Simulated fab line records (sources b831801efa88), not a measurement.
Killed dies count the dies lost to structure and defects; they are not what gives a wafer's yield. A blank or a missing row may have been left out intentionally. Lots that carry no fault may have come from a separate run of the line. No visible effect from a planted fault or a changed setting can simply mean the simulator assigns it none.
Which tool did it? || flow sky130 || Sampling: 13 lots, 39 wafers, 4 of 708 route steps

WHAT EACH GAUGE READ, for each wafer
SKY_FIELD_ISO_THK_MEAS_25.
{"lot": "L988", "measured": "day 2 08:37", "on": "filmMetro-01", "FIELD_ISO_CVD_24_THK (nm)": "600 604 595"}
{"lot": "L989", "measured": "day 2 14:12", "on": "filmMetro-01", "FIELD_ISO_CVD_24_THK (nm)": "596 602 594"}
{"lot": "L990", "measured": "day 2 17:05", "on": "filmMetro-04", "FIELD_ISO_CVD_24_THK (nm)": "602 596 601"}
{"lot": "L991", "measured": "day 2 21:31", "on": "filmMetro-04", "FIELD_ISO_CVD_24_THK (nm)": "595 594 601"}
{"lot": "L992", "measured": "day 3 04:37", "on": "filmMetro-04", "FIELD_ISO_CVD_24_THK (nm)": "591 593 590"}
{"lot": "L993", "measured": "day 3 09:32", "on": "filmMetro-03", "FIELD_ISO_CVD_24_THK (nm)": "591 594 596"}
{"lot": "L100", "measured": "day 5 01:35", "on": "filmMetro-03", "FIELD_ISO_CVD_24_THK (nm)": "601 600 603"}
{"lot": "L101", "measured": "day 5 05:38", "on": "filmMetro-03", "FIELD_ISO_CVD_24_THK (nm)": "601 590 605"}
{"lot": "L102", "measured": "day 5 08:18", "on": "filmMetro-04", "FIELD_ISO_CVD_24_THK (nm)": "602 609 613"}
{"lot": "L105", "measured": "day 6 05:05", "on": "filmMetro-03", "FIELD_ISO_CVD_24_THK (nm)": "597 596 593"}
{"lot": "L106", "measured": "day 6 07:58", "on": "filmMetro-03", "FIELD_ISO_CVD_24_THK (nm)": "604 602 588"}
{"lot": "L110", "measured": "day 7 04:44", "on": "filmMetro-03", "FIELD_ISO_CVD_24_THK (nm)": "596 602 591"}
{"lot": "L111", "measured": "day 7 05:56", "on": "filmMetro-01", "FIELD_ISO_CVD_24_THK (nm)": "583 584 585"}

SKY_VT_ADJUST_NCORE_OVL_MEAS_08.
{"lot": "L988", "measured": "day 8 16:22", "on": "overlay-01", "VT_ADJUST_NCORE_OVL (nm)": "-1.2 0.6 0.2"}
{"lot": "L989", "measured": "day 8 22:29", "on": "overlay-02", "VT_ADJUST_NCORE_OVL (nm)": "2.2 1.7 2.3"}
{"lot": "L990", "measured": "day 9 00:02", "on": "overlay-02", "VT_ADJUST_NCORE_OVL (nm)": "1.3 0.4 0.3"}
{"lot": "L991", "measured": "day 9 10:11", "on": "overlay-01", "VT_ADJUST_NCORE_OVL (nm)": "0.3 -1.3 -0.4"}
{"lot": "L992", "measured": "day 9 17:22", "on": "overlay-02", "VT_ADJUST_NCORE_OVL (nm)": "-0.2 1.9 1.4"}
{"lot": "L993", "measured": "day 9 21:22", "on": "overlay-02", "VT_ADJUST_NCORE_OVL (nm)": "-2.8 -2.7 -3.8"}
{"lot": "L100", "measured": "day 12 10:22", "on": "overlay-01", "VT_ADJUST_NCORE_OVL (nm)": "-0.7 -0.3 -0.2"}
{"lot": "L101", "measured": "day 12 15:24", "on": "overlay-01", "VT_ADJUST_NCORE_OVL (nm)": "0.5 -0.2 -1.3"}
{"lot": "L102", "measured": "day 12 17:15", "on": "overlay-01", "VT_ADJUST_NCORE_OVL (nm)": "0.8 1.0 0.5"}
{"lot": "L105", "measured": "day 13 21:17", "on": "overlay-01", "VT_ADJUST_NCORE_OVL (nm)": "1.0 0.4 0.7"}
{"lot": "L106", "measured": "day 14 05:20", "on": "overlay-02", "VT_ADJUST_NCORE_OVL (nm)": "-2.0 0.3 0.1"}
{"lot": "L110", "measured": "day 15 04:24", "on": "overlay-02", "VT_ADJUST_NCORE_OVL (nm)": "-0.8 -0.7 -1.9"}
{"lot": "L111", "measured": "day 15 09:02", "on": "overlay-01", "VT_ADJUST_NCORE_OVL (nm)": "0.2 -2.0 0.0"}

SKY_VT_ADJUST_HVTR_CD_MEAS_07 targets a cd of 380 nm.
{"lot": "L988", "measured": "day 9 13:56", "on": "cdSem-02", "cdNm (nm)": "383.3 380.0 381.2"}
{"lot": "L989", "measured": "day 9 20:30", "on": "cdSem-02", "cdNm (nm)": "375.6 377.5 378.9"}
{"lot": "L990", "measured": "day 9 21:53", "on": "cdSem-01", "cdNm (nm)": "378.9 379.4 380.7"}
{"lot": "L991", "measured": "day 10 08:18", "on": "cdSem-02", "cdNm (nm)": "376.2 377.1 377.5"}
{"lot": "L992", "measured": "day 10 16:07", "on": "cdSem-01", "cdNm (nm)": "380.7 380.3 381.2"}
{"lot": "L993", "measured": "day 10 20:20", "on": "cdSem-02", "cdNm (nm)": "382.0 381.6 381.0"}
{"lot": "L100", "measured": "day 13 10:44", "on": "cdSem-02", "cdNm (nm)": "259.6 261.5 257.7"}
{"lot": "L101", "measured": "day 13 16:44", "on": "cdSem-02", "cdNm (nm)": "263.0 261.7 263.3"}
{"lot": "L102", "measured": "day 13 18:44", "on": "cdSem-01", "cdNm (nm)": "379.7 380.9 380.8"}
{"lot": "L105", "measured": "day 14 23:14", "on": "cdSem-02", "cdNm (nm)": "382.0 380.6 383.4"}
{"lot": "L106", "measured": "day 15 07:46", "on": "cdSem-01", "cdNm (nm)": "382.9 380.5 382.5"}
{"lot": "L110", "measured": "day 16 08:18", "on": "cdSem-02", "cdNm (nm)": "379.7 382.3 382.0"}
{"lot": "L111", "measured": "day 16 12:14", "on": "cdSem-01", "cdNm (nm)": "377.4 380.1 378.0"}

WHICH TOOL RAN EACH LOT (tool, then ch and the chambers of the sampled wafers, then the start)
{"lot": "L988", "SKY_VT_ADJUST_HVTR_DEVELOP_06": "lithoTrack-01 ch 0, day 9 13:47"}
{"lot": "L989", "SKY_VT_ADJUST_HVTR_DEVELOP_06": "lithoTrack-04 ch 0, day 9 20:21"}
{"lot": "L990", "SKY_VT_ADJUST_HVTR_DEVELOP_06": "lithoTrack-01 ch 0, day 9 21:44"}
{"lot": "L991", "SKY_VT_ADJUST_HVTR_DEVELOP_06": "lithoTrack-04 ch 0, day 10 08:09"}
{"lot": "L992", "SKY_VT_ADJUST_HVTR_DEVELOP_06": "lithoTrack-03 ch 0, day 10 15:58"}
{"lot": "L993", "SKY_VT_ADJUST_HVTR_DEVELOP_06": "lithoTrack-04 ch 0, day 10 20:11"}
{"lot": "L100", "SKY_VT_ADJUST_HVTR_DEVELOP_06": "lithoTrack-01 ch 0, day 13 10:35"}
{"lot": "L101", "SKY_VT_ADJUST_HVTR_DEVELOP_06": "lithoTrack-01 ch 0, day 13 16:35"}
{"lot": "L102", "SKY_VT_ADJUST_HVTR_DEVELOP_06": "lithoTrack-04 ch 0, day 13 18:35"}
{"lot": "L105", "SKY_VT_ADJUST_HVTR_DEVELOP_06": "lithoTrack-04 ch 0, day 14 23:05"}
{"lot": "L106", "SKY_VT_ADJUST_HVTR_DEVELOP_06": "lithoTrack-04 ch 0, day 15 07:38"}
{"lot": "L110", "SKY_VT_ADJUST_HVTR_DEVELOP_06": "lithoTrack-04 ch 0, day 16 08:09"}
{"lot": "L111", "SKY_VT_ADJUST_HVTR_DEVELOP_06": "lithoTrack-03 ch 0, day 16 12:05"}
- SKY_VT_ADJUST_HVTR_DEVELOP_06: develop time 60 s.

AS READ BY THE TOOLS THEMSELVES (means over the sampled wafers that have a number; for cases with no such wafer, the mark the record gives instead)
The record holds no such reading with a usual standard deviation.

THE ANSWER, worked out from the rows above alone
Rule: the lots themselves supply what counts as usual. Put in order of their means at a reading, lots are off if they are a third of the lots or fewer, leave a main group of 4 or more, and stand apart from it by a gap of 3 or more times the standard deviation of the main group's means; of several such gaps the widest counts. If all means in a main group match to the digits the tables above print for the reading, that group is not used. A lot without any number at a reading at which 4 lots or more have one is off too. All remaining lots with rows at the step are treated as sound. After the gauges, taken in route order, come the tools' own readings; for these a lot's mean is taken, as printed above. The first step at which some lot is off is used, and at that step the reading that is off furthest; a lot without a number counts as furthest.
Off at SKY_VT_ADJUST_HVTR_CD_MEAS_07 (cdNm): L100, L101. The main group: mean 380.2 nm, standard deviation 1.7.
A tool fits if, at a process step before that reading, it ran every lot that is off, and no sound lot after the first of them. Those tools and the gauges at SKY_VT_ADJUST_HVTR_CD_MEAS_07 are tried in the same way. One candidate fits, namely lithoTrack-01 at SKY_VT_ADJUST_HVTR_DEVELOP_06. A fault onset in the window from L990 (day 9 21:44, its last sound lot) to L100 (day 13 10:35, its first lot off) fits.

WHAT THE SIMULATOR HAD INSERTED
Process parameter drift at SKY_VT_ADJUST_HVTR_DEVELOP_06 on lithoTrack-01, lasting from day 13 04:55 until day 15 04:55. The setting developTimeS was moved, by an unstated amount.
Lots struck among those shown: L100, L101. The rule given above showed the same thing.
